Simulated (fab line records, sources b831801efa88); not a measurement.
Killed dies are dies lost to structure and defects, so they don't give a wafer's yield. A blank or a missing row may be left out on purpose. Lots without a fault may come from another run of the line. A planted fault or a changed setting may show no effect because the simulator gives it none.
Tool commonality check | flow sky130 | 11 lots, 33 wafers sampled

WHY IT WAS OPENED
At SKY_SD_N_RS_MEAS_16 the reading SD_N_RS is flagged on 2 of 11 lots. Wafers without a fault read 68.44 ohm/sq, standard deviation 0.12.
Rule: a lot is flagged when every wafer of it that has a number lies more than 4 standard deviations from that mean, or none has a number. The other lots count as sound.

lot  | measured     | on            | SD_N_RS (ohm/sq), wafer by wafer | flag
L960 | day 27 21:13 | film_metro-02 | 68.24 68.33 68.37                |
L961 | day 28 00:25 | film_metro-04 | 68.35 68.32 68.33                |
L962 | day 28 18:10 | film_metro-01 | 68.71 68.57 68.75                |
L963 | day 29 07:43 | film_metro-01 | 68.61 68.44 68.50                |
L965 | day 29 23:36 | film_metro-04 | 68.42 68.53 68.33                |
L967 | day 31 00:04 | film_metro-01 | 68.33 68.62 68.49                |
L973 | day 32 17:34 | film_metro-01 | 65.94 65.99 65.86                | FLAGGED
L974 | day 33 09:16 | film_metro-01 | 65.96 65.85 65.97                | FLAGGED
L979 | day 34 08:56 | film_metro-04 | 68.53 68.52 68.50                |
L980 | day 35 04:14 | film_metro-02 | 68.42 68.18 68.34                |
L982 | day 35 11:19 | film_metro-01 | 68.46 68.66 68.52                |
The numbers of the flagged lots are 65.93 ohm/sq on average: -2.51 ohm/sq against the usual, or -21 standard deviations.

WHICH TOOL RAN EACH LOT
The record holds 2 process steps before the reading, out of a route of 708 steps. In each cell: the tool, then ch and the chambers that the sampled wafers went through, then the start.
lot  | flag    | SKY_POLY_CUT_ETCH_11               | SKY_SD_N_RTA_14
L960 |         | rie_diel-03 ch 0,2,3, day 24 05:21 | rtp_anneal-02 ch 0, day 27 21:02
L961 |         | rie_diel-02 ch 1,3, day 24 07:51   | rtp_anneal-01 ch 0, day 28 00:15
L962 |         | rie_diel-03 ch 0,2,3, day 25 02:11 | rtp_anneal-02 ch 0, day 28 18:00
L963 |         | rie_diel-03 ch 0,1,3, day 25 16:00 | rtp_anneal-01 ch 0, day 29 07:32
L965 |         | rie_diel-02 ch 0,2, day 26 08:55   | rtp_anneal-02 ch 0, day 29 23:24
L967 |         | rie_diel-02 ch 1,3, day 27 09:31   | rtp_anneal-02 ch 0, day 30 23:53
L973 | FLAGGED | rie_diel-03 ch 1,2, day 29 04:50   | rtp_anneal-02 ch 0, day 32 17:24
L974 | FLAGGED | rie_diel-03 ch 0,1,2, day 29 20:04 | rtp_anneal-02 ch 0, day 33 09:06
L979 |         | rie_diel-04 ch 0,1, day 30 22:45   | rtp_anneal-01 ch 0, day 34 08:46
L980 |         | rie_diel-04 ch 2,3, day 31 19:42   | rtp_anneal-01 ch 0, day 35 04:04
L982 |         | rie_diel-03 ch 1,2, day 32 02:58   | rtp_anneal-01 ch 0, day 35 11:05
What these steps do:
- SKY_POLY_CUT_ETCH_11: etches Si3N4 in CF4/CH2F2/Ar, stops on poly-Si, time 42.5 s, target depth 60 nm.
- SKY_SD_N_RTA_14: time 2 s.
- SKY_SD_N_RS_MEAS_16: measures by four-point-probe.

FLAGGED OVER TOTAL, TOOL BY TOOL (the gauges that took the reading come last)
step                 | tool          | lots run | flagged | share of the flagged lots | sound lots run after its first flagged lot
SKY_POLY_CUT_ETCH_11 | rie_diel-02   | 3        | 0       | none                      | -
SKY_POLY_CUT_ETCH_11 | rie_diel-03   | 6        | 2       | all                       | 1 (L982)
SKY_POLY_CUT_ETCH_11 | rie_diel-04   | 2        | 0       | none                      | -
SKY_SD_N_RTA_14      | rtp_anneal-01 | 5        | 0       | none                      | -
SKY_SD_N_RTA_14      | rtp_anneal-02 | 6        | 2       | all                       | 0
SKY_SD_N_RS_MEAS_16  | film_metro-01 | 6        | 2       | all                       | 1 (L982)
SKY_SD_N_RS_MEAS_16  | film_metro-02 | 2        | 0       | none                      | -
SKY_SD_N_RS_MEAS_16  | film_metro-04 | 3        | 0       | none                      | -

WHAT THE TABLE ALLOWS
3 rows of the table ran every flagged lot: rie_diel-03 at SKY_POLY_CUT_ETCH_11, rtp_anneal-02 at SKY_SD_N_RTA_14, film_metro-01 at SKY_SD_N_RS_MEAS_16.
- rie_diel-03 at SKY_POLY_CUT_ETCH_11: 2 of its 6 lots flagged. Sound lots ran on it after the first flagged one (L982), which a lasting fault on the whole tool wouldn't allow.
- rtp_anneal-02 at SKY_SD_N_RTA_14: 2 of its 6 lots flagged. Its last sound lot is L967 (day 30 23:53), its first flagged lot L973 (day 32 17:24): a fault that began between those two fits. Its own readings lie more than 4 standard deviations out on every wafer of the flagged lots: wafer_temp_C_max.
- film_metro-01 at SKY_SD_N_RS_MEAS_16: 2 of its 6 lots flagged. Sound lots ran on it after the first flagged one (L982), which a lasting fault on the whole tool wouldn't allow.
One tool is left: rtp_anneal-02 at SKY_SD_N_RTA_14.

WHAT THE SIMULATOR HAD PUT IN
Process parameter drift: rtp_anneal-02, from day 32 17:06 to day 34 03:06, at SKY_SD_N_RTA_14. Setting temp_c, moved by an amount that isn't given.
Lots struck among those shown: L973, L974. The rule above found the same.
